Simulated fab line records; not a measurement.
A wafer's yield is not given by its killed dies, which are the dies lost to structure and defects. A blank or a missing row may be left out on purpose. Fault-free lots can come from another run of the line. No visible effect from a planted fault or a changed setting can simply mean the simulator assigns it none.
fab line records	flow sky130
[record] lots = 13	wafers = 39	lastDay = 50
route steps=708 shown POLY_GATE@236 LDD_N@246 LDD_P@263 PAD_OPEN@708
lots with no fault: from the same line, run without faults
startH: the number of hours between the record's first day and the start of the first shown wafer of the lot	waitH: hours since the lot's step before	" the same as in the row above	L1.1+2: a row that stands for several wafers	- no value present, or no start provided	* or withheld: withheld	< > ~ a bound
route shown NAME@n: a module of which the file shows steps, and the number in the route of the first	usual: mean and standard deviation over wafers with no fault	same: alike in all rows	chamber/n: place in a boat	sites: each site's reading	_std_site: the standard deviation of these	_edge_site: outer sites' mean less inner sites'	radiusMm: for every site, how far away it sits from the centre of the wafer	mask NAME#n: copy n	behind: the most recent tool/chamber to have shaped the wafer	hold: the reason the lot was held/the length of the hold in hours/how it ended	device: names the non-switching transistor (n, p or np)	end of line: tests of these same wafers at the route's end	a step without rows: its recipe alone	killed: not the wafer's yield, but the dies lost to structure and defects at the first sort	map: per-die view of a wafer (x killed, . not killed, _ where there is no die)
set.NAME: the run value of the setting; set.NAME@STEP: its run value at that earlier step	model.NAME: the simulator's own value behind a step, which no gauge read
a sample of lots followed through the steps of the route, with each step as a table and each wafer as a row
services: when a tool's chamber went out of use (startH, in hours from the record's first day, below 0 if earlier), for how many hours, and the reason
[[steps]]
[step SKY_POLY_GATE_CD_MEAS_22]
[usual] cdNm = 150/3.1
lot.wafer	tool	chamber	startH	waitH	cdNm
L822.1	cdSem-02	-	390.14	0.1	152
L822.3	"	-	"	"	141
L822.4	"	-	"	"	149
L823.2	cdSem-02	-	398.92	0.1	147
L823.3	"	-	"	"	150
L823.4	"	-	"	"	151
L825.1	cdSem-02	-	417.61	0.1	147
L825.5	"	-	"	"	150
L825.6	"	-	"	"	148
L824.2	cdSem-01	-	417.65	0.1	149
L824.3	"	-	"	"	147
L824.5	"	-	"	"	148
L827.1	cdSem-02	-	429.48	0.1	154
L827.4	"	-	"	"	152
L827.6	"	-	"	"	156
L828.2	cdSem-01	-	440.80	0.1	152
L828.3	"	-	"	"	151
L828.6	"	-	"	"	149
L832.1	cdSem-02	-	471.93	0.1	152
L832.4	"	-	"	"	148
L832.5	"	-	"	"	154
L834.1	cdSem-01	-	481.06	0.1	152
L834.2	"	-	"	"	155
L834.4	"	-	"	"	149
L833.4	cdSem-02	-	482.40	0.1	158
L833.5	"	-	"	"	149
L833.6	"	-	"	"	154
L840.3	cdSem-01	-	540.92	0.1	148
L840.4	"	-	"	"	151
L840.6	"	-	"	"	145
L842.1	cdSem-01	-	560.53	0.1	144
L842.5	"	-	"	"	150
L842.6	"	-	"	"	145
L843.2	cdSem-02	-	564.38	0.1	145
L843.3	"	-	"	"	152
L843.6	"	-	"	"	150
L844.1	cdSem-01	-	567.60	0.1	142
L844.4	"	-	"	"	149
L844.6	"	-	"	"	148
[step SKY_LDD_N_IMPLANT_09]
[recipe] species = As	energyKev = 20	doseCm2 = 7.5e+13	tiltDeg = withheld	rotationDeg = 113
[usual] beamEnergyKeV = 20.001/0.0066	beamOnS = 9.99/0.2
lot.wafer	tool	chamber	startH	waitH	beamEnergyKeV	beamOnS
L822.1	implanter-04	0	419.86	0.1	20.001	9.88
L822.3	"	0	"	"	20.001	9.81
L822.4	"	0	"	"	19.999	10.01
L823.2	implanter-04	0	428.99	0.1	20.011	10.02
L823.3	"	0	"	"	20.011	9.64
L823.4	"	0	"	"	20.006	10.39
L825.1	implanter-01	0	448.23	0.1	19.996	9.82
L825.5	"	0	"	"	19.998	10.31
L825.6	"	0	"	"	19.998	9.91
L824.2	implanter-02	0	448.56	0.1	19.994	9.97
L824.3	"	0	"	"	19.986	9.85
L824.5	"	0	"	"	19.993	10.01
L827.1	implanter-01	0	460.53	0.1	19.997	10.44
L827.4	"	0	"	"	19.998	10.61
L827.6	"	0	"	"	20.002	9.89
L828.2	implanter-01	0	471.19	0.1	19.997	10.44
L828.3	"	0	"	"	19.996	9.78
L828.6	"	0	"	"	19.998	9.96
L832.1	implanter-01	0	502.48	0.1	16.986	9.95
L832.4	"	0	"	"	16.999	9.59
L832.5	"	0	"	"	16.994	9.83
L834.1	implanter-04	0	511.78	0.1	20.008	9.96
L834.2	"	0	"	"	20.007	9.88
L834.4	"	0	"	"	20.008	10.10
L833.4	implanter-01	0	513.09	0.1	16.983	9.94
L833.5	"	0	"	"	16.987	9.93
L833.6	"	0	"	"	16.985	9.76
L840.3	implanter-02	0	570.93	0.1	19.998	9.80
L840.4	"	0	"	"	20.012	10.32
L840.6	"	0	"	"	19.995	9.83
L842.1	implanter-04	0	590.11	0.1	19.993	10.23
L842.5	"	0	"	"	20.001	10.28
L842.6	"	0	"	"	20.006	9.67
L843.2	implanter-01	0	593.49	0.1	19.990	9.89
L843.3	"	0	"	"	19.998	10.09
L843.6	"	0	"	"	19.993	9.68
L844.1	implanter-01	0	597.36	0.1	20.007	9.96
L844.4	"	0	"	"	20.009	10.12
L844.6	"	0	"	"	20.019	10.10
[step SKY_LDD_P_OVL_MEAS_08]
[usual] LDD_P_OVL = -0.1/1.3
lot.wafer	tool	chamber	startH	waitH	LDD_P_OVL[nm]
L822.1	overlay-01	-	451.94	0.1	0.1
L822.3	"	-	"	"	1.1
L822.4	"	-	"	"	-0.2
L823.2	overlay-01	-	460.77	0.1	-1.2
L823.3	"	-	"	"	1.3
L823.4	"	-	"	"	-0.6
L825.1	overlay-01	-	479.74	0.1	1.1
L825.5	"	-	"	"	0.6
L825.6	"	-	"	"	0.9
L824.2	overlay-02	-	480.05	0.1	0.5
L824.3	"	-	"	"	1.1
L824.5	"	-	"	"	2.2
L827.1	overlay-02	-	492.47	0.1	-1.4
L827.4	"	-	"	"	-0.7
L827.6	"	-	"	"	-2.1
L828.2	overlay-02	-	502.77	0.1	-0.7
L828.3	"	-	"	"	-1.5
L828.6	"	-	"	"	-0.1
L832.1	overlay-01	-	533.52	0.1	-1.0
L832.4	"	-	"	"	-1.2
L832.5	"	-	"	"	-0.2
L834.1	overlay-01	-	542.59	0.1	0.6
L834.2	"	-	"	"	-0.9
L834.4	"	-	"	"	-0.6
L833.4	overlay-02	-	544.92	0.1	1.6
L833.5	"	-	"	"	1.3
L833.6	"	-	"	"	1.5
L840.3	overlay-02	-	601.61	0.1	-1.3
L840.4	"	-	"	"	1.4
L840.6	"	-	"	"	2.2
L842.1	overlay-01	-	620.92	0.1	-0.6
L842.5	"	-	"	"	-1.9
L842.6	"	-	"	"	0.7
L843.2	overlay-02	-	623.30	0.1	-0.7
L843.3	"	-	"	"	1.1
L843.6	"	-	"	"	0.3
L844.1	overlay-01	-	627.77	0.1	2.0
L844.4	"	-	"	"	2.9
L844.6	"	-	"	"	2.0
[step SKY_LDD_P_STRIP_10]
[recipe] chemistry = O2/N2	powerW = 1400	pressureMtorr = 1500	platenTempC = withheld	o2FlowSccm = 3000	n2FlowSccm = 300	overashFraction = 0.5
[usual] drypumpMotorCurrentA = 5.7/0.55	oesProductAu = 0.715/0.005	stripTimeToEndpointS = 14.191/0.029
lot.wafer	tool	chamber	startH	waitH	drypumpMotorCurrentA	oesProductAu	rfHoursCounterH	stripTimeToEndpointS
L822.1	plasmaAsher-03	0	452.13	0.1	4.7	0.721	0	14.193
L822.3	"	0	"	"	4.7	0.716	-	14.184
L822.4	"	1	"	"	5.9	0.721	-	14.144
L823.2	plasmaAsher-03	0	460.95	0.1	4.7	0.715	1	14.200
L823.3	"	0	"	"	4.7	0.721	-	14.214
L823.4	"	1	"	"	5.9	0.720	-	14.199
L825.1	plasmaAsher-03	0	479.93	0.1	4.7	0.720	3	14.208
L825.5	"	0	"	"	4.7	0.703	-	14.197
L825.6	"	1	"	"	5.9	0.715	-	14.172
L824.2	plasmaAsher-04	0	480.23	0.1	6.0	0.711	35	14.257
L824.3	"	0	"	"	6.1	0.713	-	14.231
L824.5	"	0	"	"	6.0	0.713	-	14.211
L827.1	plasmaAsher-01	0	492.65	0.1	6.0	0.721	65	14.246
L827.4	"	1	"	"	5.3	0.711	-	14.208
L827.6	"	0	"	"	6.0	0.714	-	14.190
L828.2	plasmaAsher-01	0	502.95	0.1	6.0	0.707	66	14.172
L828.3	"	0	"	"	6.0	0.711	-	14.149
L828.6	"	0	"	"	6.0	0.717	-	14.167
L832.1	plasmaAsher-04	1	533.70	0.1	6.5	0.710	40	14.147
L832.4	"	0	"	"	6.1	0.719	-	14.173
L832.5	"	1	"	"	6.5	0.711	-	14.159
L834.1	plasmaAsher-01	0	542.78	0.1	6.0	0.731	69	14.169
L834.2	"	1	"	"	5.3	0.710	69	14.206
L834.4	"	1	"	"	5.3	0.716	-	14.226
L833.4	plasmaAsher-03	1	545.12	0.1	5.9	0.721	-	14.203
L833.5	"	1	"	"	5.9	0.717	-	14.232
L833.6	"	0	"	"	4.7	0.720	-	14.213
L840.3	plasmaAsher-03	1	601.81	0.1	5.9	0.718	-	14.170
L840.4	"	0	"	"	4.7	0.715	-	14.200
L840.6	"	0	"	"	4.7	0.711	-	14.192
L842.1	plasmaAsher-04	1	621.10	0.1	6.5	0.712	49	14.211
L842.5	"	0	"	"	6.1	0.711	-	14.195
L842.6	"	1	"	"	6.5	0.717	-	14.181
L843.2	plasmaAsher-01	1	623.48	0.1	5.3	0.725	77	14.159
L843.3	"	0	"	"	6.0	0.715	-	14.211
L843.6	"	0	"	"	6.0	0.709	-	14.215
L844.1	plasmaAsher-01	0	627.95	0.1	6.0	0.712	77	14.174
L844.4	"	0	"	"	6.0	0.721	-	14.148
L844.6	"	0	"	"	6.0	0.710	-	14.146
[step SKY_PAD_OPEN_PROBE_99]
[usual] killed_at_M0_to_M3 = 43/6.5	killed_at_M4_up = 3.3/2	killedAtContacts = 24/5.2	killedAtFrontEnd = 16/4.2	killedAtOther = 0.3/0.6	killedDies = 87/9.3	killedOpen = 47/7.8	killedShort = 39/6.2
[same] grossDies = 492	killedAtBackSide = 0
lot.wafer	tool	chamber	startH	waitH	killed_at_M0_to_M3	killed_at_M4_up	killedAtContacts	killedAtFrontEnd	killedAtOther	killedDies	killedOpen	killedShort
L822.1	prober-01	-	1085.23	0.1	35	3	23	19	1	81	41	40
L822.3	prober-01	-	1085.33	0.2	37	2	22	21	0	82	47	34
L822.4	prober-01	-	1085.38	0.2	44	1	22	21	0	88	45	43
L823.2	prober-01	-	1088.39	0.1	52	3	23	15	0	93	54	39
L823.3	prober-01	-	1088.44	0.2	43	2	38	12	0	95	64	31
L823.4	prober-01	-	1088.49	0.2	48	1	30	14	0	93	52	41
L825.1	prober-02	-	1105.58	0.1	47	1	26	19	1	94	47	46
L825.5	prober-02	-	1105.78	0.2	39	1	20	16	0	76	41	35
L825.6	prober-02	-	1105.83	0.2	50	3	28	11	0	92	41	51
L824.2	prober-01	-	1107.14	0.1	47	3	23	16	0	89	49	40
L824.3	prober-01	-	1107.19	0.2	46	4	22	15	0	87	50	37
L824.5	prober-01	-	1107.29	0.2	37	6	18	16	0	77	41	36
L827.1	prober-02	-	1111.55	0.1	37	3	29	21	1	91	55	36
L827.4	prober-02	-	1111.70	0.2	34	2	23	26	1	86	39	47
L827.6	prober-02	-	1111.80	0.2	35	4	27	16	0	82	47	35
L828.2	prober-02	-	1118.68	0.1	50	3	34	10	0	97	59	38
L828.3	prober-02	-	1118.73	0.2	47	4	23	6	0	80	38	42
L828.6	prober-02	-	1118.88	0.2	44	7	24	11	0	86	44	41
L832.1	prober-02	-	1138.59	0.1	32	4	19	18	1	74	40	31
L832.4	prober-02	-	1138.74	0.2	34	3	24	13	0	74	40	33
L832.5	prober-02	-	1138.79	0.2	50	4	17	23	2	96	42	53
L834.1	prober-01	-	1144.40	0.1	38	2	29	23	1	93	50	43
L834.2	prober-01	-	1144.45	0.1	46	3	33	20	0	102	69	33
L834.4	prober-01	-	1144.55	0.2	48	1	31	15	1	96	51	45
L833.4	prober-02	-	1147.28	0.2	36	6	23	16	0	81	44	37
L833.5	prober-02	-	1147.33	0.2	35	2	23	22	2	84	38	44
L833.6	prober-02	-	1147.38	0.2	25	4	20	17	0	66	33	32
L840.3	prober-02	-	1180.50	0.2	44	4	18	15	0	81	33	45
L840.4	prober-02	-	1180.55	0.2	33	4	23	18	0	78	43	35
L840.6	prober-02	-	1180.65	0.2	39	7	26	10	1	83	42	41
L842.1	prober-02	-	1190.52	0.1	42	2	16	13	0	73	42	31
L842.5	prober-02	-	1190.72	0.2	32	1	24	17	0	74	33	39
L842.6	prober-02	-	1190.77	0.2	43	4	17	20	2	86	46	39
L843.2	prober-01	-	1192.50	0.1	30	2	21	19	0	72	32	40
L843.3	prober-01	-	1192.55	0.2	36	0	18	12	0	66	32	34
L843.6	prober-01	-	1192.70	0.2	39	1	33	13	0	86	42	44
L844.1	prober-02	-	1193.09	0.1	47	2	27	25	0	101	46	55
L844.4	prober-02	-	1193.24	0.2	49	5	27	19	0	100	47	53
L844.6	prober-02	-	1193.34	0.2	52	3	17	11	0	83	49	34
// killed by level:class
L822.1 CONTACT:geometricParticle:open=12 VIA1:geometricParticle:open=7 FIELD_ISO:geometricParticle:short=6 LI_CONTACT:geometricParticle:open=6 VIA1:geometricParticle:short=6 METAL2:geometricParticle:short=5 POLY_GATE:geometricParticle:open=5 METAL1:geometricParticle:short=4
L822.3 VIA2:geometricParticle:open=8 POLY_GATE:geometricParticle:open=7 CONTACT:geometricParticle:open=7 METAL2:geometricParticle:short=6 METAL1:geometricParticle:short=5 VIA1:geometricParticle:open=5 FIELD_ISO:geometricParticle:open=4 LI_CONTACT:geometricParticle:short=4
L822.4 VIA1:geometricParticle:open=13 POLY_GATE:geometricParticle:short=9 METAL2:geometricParticle:short=7 POLY_GATE:geometricParticle:open=6 CONTACT:geometricParticle:open=6 METAL1:geometricParticle:short=6 LI_CONTACT:geometricParticle:open=5 VIA3:geometricParticle:open=5
L823.2 VIA1:geometricParticle:open=14 METAL2:geometricParticle:short=12 CONTACT:geometricParticle:open=11 VIA3:geometricParticle:open=9 LI_CONTACT:geometricParticle:open=6 LOCAL_INTERCONNECT:geometricParticle:short=6 FIELD_ISO:geometricParticle:open=5 METAL1:geometricParticle:short=4
L823.3 CONTACT:geometricParticle:open=15 LI_CONTACT:geometricParticle:open=12 VIA2:geometricParticle:open=11 VIA1:geometricParticle:open=10 CONTACT:geometricParticle:short=7 FIELD_ISO:geometricParticle:short=5 METAL1:geometricParticle:short=5 METAL2:geometricParticle:short=4
L823.4 CONTACT:geometricParticle:open=13 VIA1:geometricParticle:open=11 FIELD_ISO:geometricParticle:short=7 LI_CONTACT:geometricParticle:open=7 VIA3:geometricParticle:open=7 VIA1:geometricParticle:short=6 METAL2:geometricParticle:short=6 VIA2:geometricParticle:open=5
L825.1 VIA1:geometricParticle:open=14 CONTACT:geometricParticle:short=8 METAL2:geometricParticle:short=8 VIA2:geometricParticle:open=6 FIELD_ISO:geometricParticle:open=5 POLY_GATE:geometricParticle:short=5 LI_CONTACT:geometricParticle:open=5 CONTACT:geometricParticle:open=5
L825.5 VIA1:geometricParticle:open=9 CONTACT:geometricParticle:open=7 LI_CONTACT:geometricParticle:open=6 METAL2:geometricParticle:short=6 POLY_GATE:geometricParticle:open=5 VIA1:geometricParticle:short=5 FIELD_ISO:geometricParticle:open=4 CONTACT:geometricParticle:short=4
L825.6 CONTACT:geometricParticle:open=11 METAL2:geometricParticle:short=9 VIA1:geometricParticle:open=8 CONTACT:geometricParticle:short=7 LI_CONTACT:geometricParticle:short=5 LI_CONTACT:geometricParticle:open=5 VIA2:geometricParticle:short=5 METAL3:geometricParticle:short=5
L824.2 VIA1:geometricParticle:open=17 VIA2:geometricParticle:open=7 LI_CONTACT:geometricParticle:open=7 CONTACT:geometricParticle:short=7 CONTACT:geometricParticle:open=5 POLY_GATE:geometricParticle:short=4 POLY_GATE:geometricParticle:open=4 METAL1:geometricParticle:short=4
L824.3 VIA1:geometricParticle:open=12 VIA1:geometricParticle:short=10 LI_CONTACT:geometricParticle:open=8 CONTACT:geometricParticle:open=8 VIA2:geometricParticle:open=7 FIELD_ISO:geometricParticle:open=6 VIA3:geometricParticle:open=5 METAL2:geometricParticle:short=4
L824.5 VIA1:geometricParticle:open=9 VIA2:geometricParticle:open=7 CONTACT:geometricParticle:open=6 VIA3:geometricParticle:open=6 METAL4:geometricParticle:short=6 CONTACT:geometricParticle:short=5 POLY_GATE:geometricParticle:short=4 POLY_GATE:geometricParticle:open=4
L827.1 VIA2:geometricParticle:open=9 POLY_GATE:geometricParticle:open=8 LI_CONTACT:geometricParticle:open=8 CONTACT:geometricParticle:open=8 VIA1:geometricParticle:open=8 LI_CONTACT:geometricParticle:short=5 LOCAL_INTERCONNECT:geometricParticle:short=5 METAL2:geometricParticle:short=5
L827.4 FIELD_ISO:geometricParticle:open=7 FIELD_ISO:geometricParticle:short=7 LOCAL_INTERCONNECT:geometricParticle:short=7 METAL2:geometricParticle:short=7 CONTACT:geometricParticle:short=6 CONTACT:geometricParticle:open=6 VIA3:geometricParticle:open=6 VIA2:geometricParticle:open=5
L827.6 VIA2:geometricParticle:open=11 CONTACT:geometricParticle:open=9 FIELD_ISO:geometricParticle:short=6 LI_CONTACT:geometricParticle:open=6 VIA1:geometricParticle:open=6 LOCAL_INTERCONNECT:geometricParticle:short=5 CONTACT:geometricParticle:short=5 VIA3:geometricParticle:open=5
L828.2 CONTACT:geometricParticle:open=13 VIA1:geometricParticle:open=12 VIA3:geometricParticle:open=8 VIA2:geometricParticle:open=7 LOCAL_INTERCONNECT:geometricParticle:short=6 VIA2:geometricParticle:short=6 LI_CONTACT:geometricParticle:open=6 CONTACT:geometricParticle:short=5
L828.3 VIA1:geometricParticle:open=10 CONTACT:geometricParticle:open=8 METAL1:geometricParticle:short=7 VIA2:geometricParticle:open=6 CONTACT:geometricParticle:short=5 LI_CONTACT:geometricParticle:open=5 METAL2:geometricParticle:short=5 VIA3:geometricParticle:open=5
L828.6 CONTACT:geometricParticle:open=11 VIA1:geometricParticle:open=9 VIA2:geometricParticle:open=7 CONTACT:geometricParticle:short=7 METAL2:geometricParticle:short=6 POLY_GATE:geometricParticle:short=5 METAL1:geometricParticle:short=5 METAL4:geometricParticle:short=5
L832.1 CONTACT:geometricParticle:open=7 VIA2:geometricParticle:open=6 LI_CONTACT:geometricParticle:open=6 METAL1:geometricParticle:short=5 VIA1:geometricParticle:open=5 FIELD_ISO:geometricParticle:short=4 VIA1:geometricParticle:short=4 LOCAL_INTERCONNECT:geometricParticle:short=4
L832.4 VIA1:geometricParticle:open=12 CONTACT:geometricParticle:open=11 METAL1:geometricParticle:short=8 POLY_GATE:geometricParticle:short=6 LI_CONTACT:geometricParticle:open=4 CONTACT:geometricParticle:short=4 VIA3:geometricParticle:open=4 LOCAL_INTERCONNECT:geometricParticle:short=3
L832.5 METAL1:geometricParticle:short=12 VIA2:geometricParticle:open=9 VIA1:geometricParticle:open=8 METAL2:geometricParticle:short=8 CONTACT:geometricParticle:open=6 VIA3:geometricParticle:open=5 POLY_GATE:geometricParticle:short=5 LOCAL_INTERCONNECT:geometricParticle:short=5
L834.1 VIA1:geometricParticle:open=9 CONTACT:geometricParticle:open=9 VIA2:geometricParticle:open=8 VIA3:geometricParticle:open=8 FIELD_ISO:geometricParticle:open=7 CONTACT:geometricParticle:short=7 LI_CONTACT:geometricParticle:open=6 LOCAL_INTERCONNECT:geometricParticle:short=6
L834.2 VIA1:geometricParticle:open=16 CONTACT:geometricParticle:open=13 LI_CONTACT:geometricParticle:open=10 POLY_GATE:geometricParticle:open=7 FIELD_ISO:geometricParticle:short=6 VIA3:geometricParticle:open=6 VIA2:geometricParticle:open=6 CONTACT:geometricParticle:short=5
L834.4 VIA1:geometricParticle:open=12 CONTACT:geometricParticle:open=10 LI_CONTACT:geometricParticle:open=9 VIA2:geometricParticle:open=7 CONTACT:geometricParticle:short=6 VIA1:geometricParticle:short=6 METAL2:geometricParticle:short=6 VIA2:geometricParticle:short=5
L833.4 LI_CONTACT:geometricParticle:open=9 CONTACT:geometricParticle:open=7 VIA2:geometricParticle:short=6 VIA1:geometricParticle:short=6 VIA1:geometricParticle:open=5 VIA2:geometricParticle:open=5 POLY_GATE:geometricParticle:open=4 VIA3:geometricParticle:open=4
L833.5 CONTACT:geometricParticle:open=10 FIELD_ISO:geometricParticle:short=6 FIELD_ISO:geometricParticle:open=6 CONTACT:geometricParticle:short=5 VIA1:geometricParticle:open=5 VIA3:geometricParticle:short=5 POLY_GATE:geometricParticle:short=4 METAL2:geometricParticle:short=4
L833.6 CONTACT:geometricParticle:open=7 LI_CONTACT:geometricParticle:open=5 METAL2:geometricParticle:short=5 VIA3:geometricParticle:open=5 POLY_GATE:geometricParticle:open=4 POLY_GATE:geometricParticle:short=4 CONTACT:geometricParticle:short=4 METAL1:geometricParticle:short=3
L840.3 LI_CONTACT:geometricParticle:open=7 METAL1:geometricParticle:short=7 VIA1:geometricParticle:open=7 METAL2:geometricParticle:short=6 POLY_GATE:geometricParticle:short=5 CONTACT:geometricParticle:open=5 VIA1:geometricParticle:short=5 VIA3:geometricParticle:short=5
L840.4 CONTACT:geometricParticle:open=7 VIA2:geometricParticle:open=7 FIELD_ISO:geometricParticle:open=6 VIA1:geometricParticle:open=6 VIA3:geometricParticle:open=6 LOCAL_INTERCONNECT:geometricParticle:short=5 FIELD_ISO:geometricParticle:short=4 LI_CONTACT:geometricParticle:short=4
L840.6 VIA1:geometricParticle:open=12 CONTACT:geometricParticle:open=11 LOCAL_INTERCONNECT:geometricParticle:short=6 METAL2:geometricParticle:short=6 METAL4:geometricParticle:short=6 LI_CONTACT:geometricParticle:open=5 METAL1:geometricParticle:short=5 VIA1:geometricParticle:short=4
L842.1 VIA1:geometricParticle:open=9 VIA2:geometricParticle:open=9 CONTACT:geometricParticle:open=8 METAL1:geometricParticle:short=5 VIA1:geometricParticle:short=5 FIELD_ISO:geometricParticle:short=4 POLY_GATE:geometricParticle:open=3 POLY_GATE:geometricParticle:short=3
L842.5 LI_CONTACT:geometricParticle:open=9 METAL1:geometricParticle:short=8 POLY_GATE:geometricParticle:short=6 CONTACT:geometricParticle:open=5 VIA2:geometricParticle:open=5 LOCAL_INTERCONNECT:geometricParticle:short=4 CONTACT:geometricParticle:short=4 METAL3:geometricParticle:short=4
L842.6 VIA1:geometricParticle:open=10 METAL1:geometricParticle:short=8 VIA3:geometricParticle:open=7 VIA2:geometricParticle:open=7 POLY_GATE:geometricParticle:open=5 POLY_GATE:geometricParticle:short=4 LI_CONTACT:geometricParticle:open=4 CONTACT:geometricParticle:short=4
L843.2 POLY_GATE:geometricParticle:short=7 CONTACT:geometricParticle:open=6 LOCAL_INTERCONNECT:geometricParticle:short=6 VIA1:geometricParticle:open=6 VIA2:geometricParticle:open=5 FIELD_ISO:geometricParticle:open=4 POLY_GATE:geometricParticle:open=4 CONTACT:geometricParticle:short=4
L843.3 VIA1:geometricParticle:open=9 CONTACT:geometricParticle:short=6 CONTACT:geometricParticle:open=6 METAL2:geometricParticle:short=6 VIA2:geometricParticle:open=5 VIA3:geometricParticle:short=5 FIELD_ISO:geometricParticle:open=4 LI_CONTACT:geometricParticle:open=4
L843.6 CONTACT:geometricParticle:open=13 CONTACT:geometricParticle:short=9 VIA1:geometricParticle:open=9 METAL1:geometricParticle:short=6 METAL3:geometricParticle:short=5 VIA2:geometricParticle:open=5 FIELD_ISO:geometricParticle:short=4 POLY_GATE:geometricParticle:short=4
L844.1 FIELD_ISO:geometricParticle:short=10 METAL1:geometricParticle:short=9 VIA3:geometricParticle:open=8 LOCAL_INTERCONNECT:geometricParticle:short=7 VIA1:geometricParticle:open=7 FIELD_ISO:geometricParticle:open=6 VIA2:geometricParticle:open=6 CONTACT:geometricParticle:open=6
L844.4 VIA1:geometricParticle:open=12 METAL1:geometricParticle:short=8 CONTACT:geometricParticle:open=7 METAL2:geometricParticle:short=7 LI_CONTACT:geometricParticle:open=6 FIELD_ISO:geometricParticle:short=5 LOCAL_INTERCONNECT:geometricParticle:short=5 CONTACT:geometricParticle:short=5
L844.6 VIA1:geometricParticle:open=13 VIA3:geometricParticle:open=9 VIA2:geometricParticle:open=8 CONTACT:geometricParticle:open=7 VIA1:geometricParticle:short=7 METAL2:geometricParticle:short=6 METAL1:geometricParticle:short=6 CONTACT:geometricParticle:short=4
[[services]]
tool	chamber	startH	hours	kind
plasmaAsher-04	-	399.07	1.4	repair
plasmaAsher-03	-	415.59	25.4	pm
plasmaAsher-04	-	430.39	14.6	pm
plasmaAsher-03	-	440.96	9.0	pm
plasmaAsher-03	0	440.96	9.0	ventCycle
plasmaAsher-03	1	440.96	9.0	ventCycle
plasmaAsher-03	0	449.96	-	clean
plasmaAsher-03	1	449.96	-	clean
implanter-04	-	459.27	6.6	repair
plasmaAsher-04	-	460.72	1.4	repair
plasmaAsher-03	-	485.48	3.0	repair
implanter-04	-	525.77	9.0	repair
plasmaAsher-01	-	528.85	9.4	repair
implanter-01	-	531.52	2.8	repair
plasmaAsher-04	-	547.36	5.3	repair
implanter-04	-	569.35	4.8	pm
implanter-01	-	572.61	19.6	pm
implanter-02	-	578.69	2.2	repair
implanter-01	-	592.19	1.0	repair
plasmaAsher-01	-	593.20	0.7	repair
implanter-04	-	595.89	1.7	repair
implanter-01	-	607.51	19.4	pm
implanter-04	-	626.97	3.2	repair
[[key]]
[firstSign] step = SKY_LDD_N_IMPLANT_09	reading = beamEnergyKeV	direction = down	sigmas = 99+	usual = *	struck = *
effect none on later readings
metAt SKY_LDD_N_IMPLANT_09
struckLots L832,L833
testerLeftOut L832,L833
notActingAt SKY_POLY_GATE_CD_MEAS_22,SKY_LDD_P_OVL_MEAS_08,SKY_LDD_P_STRIP_10
onsetBetween 471.19 502.48
[fault] kind = processParameterDrift	tool = implanter-01	chamber = -	onsetH = 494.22	steps = SKY_LDD_N_IMPLANT_09	channel = energyKev	offset = *	shape = step	endH = 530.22	actsIn = *	stated = *
// testerLeftOut: of these lots the tester's yield and bins aren't shown, on N5 and GAA mostly nor the transistor test; their killed dies are dies lost to structure and defects alone, not to doping, threshold or leakage, so they don't give the yield
